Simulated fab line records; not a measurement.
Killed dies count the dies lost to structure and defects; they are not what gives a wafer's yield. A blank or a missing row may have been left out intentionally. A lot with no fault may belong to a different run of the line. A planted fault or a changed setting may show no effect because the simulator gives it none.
Comparing a struck lot with a sound one || flow sky130 || 19 steps out of a route of 708
Sound: the wafers L990.1, L990.4, L990.5. Wafers L993.2, L993.4, L993.5 were the ones struck. The cause comes at the end.
Per side, at each step with rows, come the tool, then ch with its chambers, and then its first start. Under that, the readings that differ: sound wafers || struck wafers || difference of the means || sigmas: that difference in standard deviations of wafers without a fault.
alike: readings with means less than 2 such deviations apart, plus words and numbers identical on both sides. not compared: withheld readings, readings lacking a value on some wafer, bounds such as >300 that could conceal the same value, and numbers that have no deviation in the record and whose values overlap.
The two part at a step that has a row with sigmas, a row that says differs or no value, or rows on one side only. Non-overlapping numbers with no deviation appear without sigmas and do not part them. A reading missing from all wafers of one side parts the sides only when that side holds two or more wafers.

SKY_METAL4_SPUTTER_02: material AlCu, target thk 735 nm, time 39.1 s.
  struck on pvd-sputter-04, day 44 15:44; sound on pvd-sputter-02, day 43 11:47
  alike: throttle-valve-pct
then, 1 step without rows for these wafers: SKY_METAL4_SPUTTER_03 (material Ti, target thk 5 nm, time 3.3 s).
SKY_METAL4_SPUTTER_04: material TiN, target thk 70 nm, time 58.3 s.
  struck on pvd-sputter-04, day 44 15:47; sound on pvd-sputter-02, day 43 11:51
  alike: throttle-valve-pct
SKY_CAP2M_CVD_00: deposits SiO2, target thk 15.5 nm.
  sound on pecvd-03 ch 0,1, day 43 11:54; struck on pecvd-02 ch 1,2, day 44 15:50
  alike: heater-power-w, rf-fwd-power-W, susceptor-temp-C
SKY_CAP2M_THK_MEAS_01:
  struck on film-metro-02, day 44 15:52; sound on film-metro-04, day 43 11:55
  alike: CAP2M_CVD_00_THK
SKY_CAP2M_SPUTTER_02: material TiN, target thk 200 nm, time 166.7 s.
  struck on pvd-sputter-01, day 44 15:55; sound on pvd-sputter-01, day 43 11:59
  alike: substrate-temp-c, susceptor-temp-C, throttle-valve-pct
SKY_CAP2M_RS_MEAS_03: a four-point-probe measurement.
  struck on film-metro-01, day 44 16:02; sound on film-metro-01, day 43 12:05
  alike: CAP2M_TIN_RS
SKY_CAP2M_THK_MEAS_04: measures by xrf.
  struck on film-metro-01, day 44 16:09; sound on film-metro-01, day 43 12:13
  alike: CAP2M_TIN_THK
then, 4 steps without rows for these wafers: SKY_CAP2M_DEHYDRATE_05 (time 60 s); SKY_CAP2M_HMDS_06 (prime time 60 s); SKY_CAP2M_COAT_07 (resist thk 1140 nm); SKY_CAP2M_SOFTBAKE_08 (time 60 s).
SKY_CAP2M_EXPOSE_09: exposes mask CAP2M, target cd 1000 nm.
  sound on iline-stepper-01 ch 0, day 44 00:33; struck on iline-stepper-01 ch 0, day 45 04:35
  alike: mask
then, 2 steps without rows for these wafers: SKY_CAP2M_PEB_10; SKY_CAP2M_DEVELOP_11 (develop time 60 s).
SKY_CAP2M_OVL_MEAS_12:
  struck on overlay-01, day 45 13:50; sound on overlay-01, day 44 11:08
  alike: CAP2M_OVL
SKY_CAP2M_METAL_ETCH_13: etches TiN in Cl2/BCl3, stops on SiO2, target depth 220 nm, time 62.9 s.
  sound on rie-metal-01 ch 0,1, day 44 11:10; struck on rie-metal-04 ch 0,1, day 45 13:52
{"reading": "model.CAP2M.cd-nm (nm)", "sound": "996.2 998.4 998.3", "struck": "966.2 984.4 981.2", "difference": -20.4, "sigmas": ""}
  alike: drypump-motor-current-A, oes-product-au, rf-fwd-power-W, throttle-valve-pct
  not compared: rf-hours-counter-h
SKY_CAP2M_STRIP_14: strips in O2/N2.
  sound on plasma-asher-02 ch 0,1, day 44 11:15; struck on plasma-asher-02 ch 0,1, day 45 13:57
  alike: drypump-motor-current-A, oes-product-au, strip-time-to-endpoint-s
  not compared: rf-hours-counter-h
-- the record jumps here: 4 days lie between the struck wafers' starts before and after (it left off in module CAP2M and takes up again in module PAD_OPEN, whose first step shown is number 708 of the route) --
SKY_PAD_OPEN_PROBE_99:
  struck on prober-01, day 49 21:51; sound on prober-01, day 49 02:47
  alike: killed_at_M0_to_M3, killed_at_M4_up, killed-at-contacts, killed-at-front-end, killed-at-other, killed-dies, killed-open, killed-short
  not compared: model.etest.res-li.line-ohm-um

== WHERE THEY PART ==
Nowhere in this record.

WHY: whatever the simulator had introduced
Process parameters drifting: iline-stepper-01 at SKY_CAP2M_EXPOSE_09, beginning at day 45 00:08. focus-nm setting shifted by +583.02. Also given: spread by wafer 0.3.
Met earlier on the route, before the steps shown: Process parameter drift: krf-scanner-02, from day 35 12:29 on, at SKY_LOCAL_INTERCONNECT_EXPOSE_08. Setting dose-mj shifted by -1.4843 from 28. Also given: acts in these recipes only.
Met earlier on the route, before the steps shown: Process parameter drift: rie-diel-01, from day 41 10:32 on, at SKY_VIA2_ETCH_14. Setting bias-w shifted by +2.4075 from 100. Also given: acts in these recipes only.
